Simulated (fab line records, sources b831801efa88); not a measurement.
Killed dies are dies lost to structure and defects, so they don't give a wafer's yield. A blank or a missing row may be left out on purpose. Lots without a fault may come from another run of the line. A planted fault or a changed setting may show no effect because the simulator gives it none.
One fault seen from 2 desks | flow sky130 | each desk has only its own numbers; what lay behind them comes last

THE TOOL OWNER'S DESK: rie_diel-01
The tool's own readings at SKY_METAL4_ETCH_17 (etches SiO2 in C4F8/O2/Ar, stops on TiN, time 3.9 s, target depth 15 nm): means of the sampled wafers that have a number, for each lot that ran on this tool. A lot is out of limits, marked OUT, if its mean lies more than 4 standard deviations from the usual mean; the brackets give that distance.
Columns: A = oes_product_au at SKY_METAL4_ETCH_17, usual 0.755 a.u.
lot  | first seen here | A
L210 | day 41 13:23    | 0.752
L213 | day 43 04:43    | 0.751
L218 | day 44 07:12    | 0.737
L223 | day 45 15:42    | 0.737
This desk's finding: nothing out of limits on any of the 4 lots.

THE METROLOGY DESK
What the gauges read, lot by lot, whatever tool the lot ran on: means of the sampled wafers that have a number. A lot is out of limits, marked OUT, if its mean lies more than 4 standard deviations from the usual mean; the brackets give that distance.
Columns: A = cd_nm at SKY_METAL4_CD_MEAS_13, usual 299.4 nm; B = METAL4_OVL at SKY_METAL4_OVL_MEAS_14, usual -2 nm
lot  | first seen here | A     | B
L210 | day 41 13:07    | 299.6 | 3
L213 | day 43 04:26    | 298.4 | -0
L218 | day 44 06:55    | 300.1 | -11
L223 | day 45 15:25    | 298.0 | 6
L230 | day 47 08:31    | 298.8 | 2
L231 | day 47 09:53    | 301.1 | -2
This desk's finding: nothing out of limits on any of the 6 lots.

PUT TOGETHER
The tool owner's desk saw nothing out of limits.
The metrology desk saw nothing out of limits.

WHAT THE SIMULATOR HAD PUT IN
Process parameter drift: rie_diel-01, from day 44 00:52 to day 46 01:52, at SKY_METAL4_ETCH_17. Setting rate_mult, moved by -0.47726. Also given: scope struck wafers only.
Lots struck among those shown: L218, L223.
